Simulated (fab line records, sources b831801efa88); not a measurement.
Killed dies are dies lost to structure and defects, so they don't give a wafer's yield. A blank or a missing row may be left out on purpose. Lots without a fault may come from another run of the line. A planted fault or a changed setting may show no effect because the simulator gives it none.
Which tool did it? | flow sky130 | 12 lots, 36 wafers sampled, at 4 steps of a route of 708

WHAT THE GAUGES READ, wafer by wafer
SKY_PAD_OPEN_BOW_MEAS_13. Usual: PAD_OPEN_BOW 48 um, standard deviation 9.1.
lot  | measured     | on            | PAD_OPEN_BOW (um) | flag
L530 | day 46 22:25 | film_metro-04 | 37 25 48          |
L532 | day 47 05:43 | film_metro-03 | 59 73 59          |
L534 | day 47 20:23 | film_metro-04 | 42 43 41          |
L535 | day 47 23:48 | film_metro-02 | 60 65 58          |
L537 | day 48 11:25 | film_metro-04 | 50 56 44          |
L539 | day 48 19:47 | film_metro-04 | 43 54 54          |
L544 | day 50 05:16 | film_metro-04 | 43 35 50          |
L546 | day 50 14:13 | film_metro-03 | 55 54 57          |
L545 | day 50 16:39 | film_metro-02 | 56 51 47          |
L548 | day 50 19:04 | film_metro-02 | 58 50 44          |
L547 | day 50 19:22 | film_metro-04 | 40 35 33          |
L549 | day 50 20:32 | film_metro-03 | 65 53 56          |

WHICH TOOL RAN EACH LOT (tool, then ch and the chambers of the sampled wafers, then the start)
lot  | SKY_METAL4_SPUTTER_02        | SKY_VIA4_ETCH_12                   | SKY_PASSIVATION_STRIP_12
L530 | pvd_sputter-02, day 41 03:16 | rie_diel-01 ch 0,1,3, day 44 02:46 | plasma_asher-01 ch 0,1, day 46 00:11
L532 | pvd_sputter-02, day 41 10:07 | rie_diel-02 ch 1,3, day 44 10:31   | plasma_asher-01 ch 0,1, day 46 07:36
L534 | pvd_sputter-04, day 42 05:35 | rie_diel-01 ch 1,2, day 45 02:43   | plasma_asher-04 ch 0,1, day 46 21:38
L535 | pvd_sputter-03, day 42 09:32 | rie_diel-01 ch 0,1,2, day 45 07:15 | plasma_asher-04 ch 0,1, day 47 02:12
L537 | pvd_sputter-03, day 42 22:45 | rie_diel-01 ch 0,1,3, day 45 19:25 | plasma_asher-04 ch 0,1, day 47 13:56
L539 | pvd_sputter-02, day 43 11:01 | rie_diel-02 ch 0,1,3, day 46 05:34 | plasma_asher-04 ch 0,1, day 47 23:05
L544 | pvd_sputter-02, day 45 00:38 | rie_diel-01 ch 2,3, day 47 17:58   | plasma_asher-04 ch 0, day 49 09:53
L546 | pvd_sputter-04, day 45 15:33 | rie_diel-01 ch 0,2, day 48 05:52   | plasma_asher-01 ch 0,1, day 49 19:29
L545 | pvd_sputter-02, day 45 17:37 | rie_diel-01 ch 0,2, day 48 08:13   | plasma_asher-02 ch 0,1, day 49 22:11
L548 | pvd_sputter-03, day 45 20:38 | rie_diel-01 ch 0,2,3, day 48 10:10 | plasma_asher-02 ch 0,1, day 50 00:53
L547 | pvd_sputter-03, day 45 21:06 | rie_diel-01 ch 0,3, day 48 11:25   | plasma_asher-04 ch 0,1, day 50 00:56
L549 | pvd_sputter-02, day 46 00:33 | rie_diel-01 ch 0,3, day 48 12:15   | plasma_asher-01 ch 0,1, day 50 01:12
- SKY_METAL4_SPUTTER_02: material AlCu, target thk 735 nm, time 39.1 s.
- SKY_VIA4_ETCH_12: etches SiO2 in C4F8/O2/Ar, stops on TiN, target depth 580 nm.
- SKY_PASSIVATION_STRIP_12: strips in O2/N2.

WHAT THE TOOLS THEMSELVES READ (means of the sampled wafers that have a number; where no wafer has one, the mark that the record gives instead)
SKY_METAL4_SPUTTER_02. Usual: throttle_valve_pct 30.4 %, standard deviation 1.3.
lot  | tool           | throttle_valve_pct (%) | flag
L530 | pvd_sputter-02 | 30.2                   |
L532 | pvd_sputter-02 | 29.9                   |
L534 | pvd_sputter-04 | 31.0                   |
L535 | pvd_sputter-03 | 30.6                   |
L537 | pvd_sputter-03 | 30.1                   |
L539 | pvd_sputter-02 | 30.1                   |
L544 | pvd_sputter-02 | 30.3                   |
L546 | pvd_sputter-04 | 31.8                   |
L545 | pvd_sputter-02 | 29.8                   |
L548 | pvd_sputter-03 | 30.0                   |
L547 | pvd_sputter-03 | 31.0                   |
L549 | pvd_sputter-02 | 30.6                   |

SKY_VIA4_ETCH_12. Usual: oes_product_au 0.925 a.u., standard deviation 0.0045; rf_fwd_power_W 1491 W, standard deviation 4.9.
lot  | tool        | oes_product_au (a.u.) | rf_fwd_power_W (W) | flag
L530 | rie_diel-01 | 0.927                 | 1494               |
L532 | rie_diel-02 | 0.925                 | 1490               |
L534 | rie_diel-01 | 0.923                 | 1489               |
L535 | rie_diel-01 | 0.927                 | 1491               |
L537 | rie_diel-01 | 0.923                 | 1496               |
L539 | rie_diel-02 | 0.925                 | 1493               |
L544 | rie_diel-01 | 0.928                 | 1493               |
L546 | rie_diel-01 | 0.929                 | 1490               |
L545 | rie_diel-01 | 0.927                 | 1489               |
L548 | rie_diel-01 | 0.929                 | 1491               |
L547 | rie_diel-01 | 0.922                 | 1488               |
L549 | rie_diel-01 | 0.927                 | 1490               |

SKY_PASSIVATION_STRIP_12. Usual: drypump_motor_current_A 5.7 A, standard deviation 0.47; n2_flow_sccm 300.1 sccm, standard deviation 0.97; oes_product_au 0.661 a.u., standard deviation 0.0048; strip_time_to_endpoint_s 31.50 s, standard deviation 0.14.
lot  | tool            | drypump_motor_current_A (A) | n2_flow_sccm (sccm) | oes_product_au (a.u.) | strip_time_to_endpoint_s (s) | flag
L530 | plasma_asher-01 | 5.3                         | 299.6               | 0.660                 | 31.54                        |
L532 | plasma_asher-01 | 5.3                         | 299.8               | 0.655                 | 31.37                        |
L534 | plasma_asher-04 | 5.8                         | 299.8               | 0.660                 | 31.39                        |
L535 | plasma_asher-04 | 5.6                         | 299.5               | 0.662                 | 31.12                        |
L537 | plasma_asher-04 | 5.6                         | 300.7               | 0.657                 | 31.49                        |
L539 | plasma_asher-04 | 5.8                         | 299.9               | 0.659                 | 31.56                        |
L544 | plasma_asher-04 | 6.0                         | 301.1               | 0.659                 | 31.41                        |
L546 | plasma_asher-01 | 5.3                         | 299.2               | 0.659                 | 31.58                        |
L545 | plasma_asher-02 | 6.0                         | 300.0               | 0.662                 | 31.67                        |
L548 | plasma_asher-02 | 5.8                         | 300.8               | 0.665                 | 31.53                        |
L547 | plasma_asher-04 | 5.8                         | 299.3               | 0.661                 | 31.67                        |
L549 | plasma_asher-01 | 5.8                         | 300.4               | 0.659                 | 31.56                        |

THE ANSWER, worked out from the rows above alone
Rule: a lot is off if the mean of its wafers that have a number lies more than 3 standard deviations from the usual mean. A lot without any number at a reading at which 4 lots or more have one is off too. The other lots that the step has rows for count as sound. The gauges are gone through in route order, then the tools' own readings, and for those a lot's mean is taken as printed above. The first step at which some lot is off is used, and at that step the reading that is off furthest; a lot without a number counts as furthest.
No lot is off at any reading shown: from this, nothing can be told.

WHAT THE SIMULATOR HAD PUT IN
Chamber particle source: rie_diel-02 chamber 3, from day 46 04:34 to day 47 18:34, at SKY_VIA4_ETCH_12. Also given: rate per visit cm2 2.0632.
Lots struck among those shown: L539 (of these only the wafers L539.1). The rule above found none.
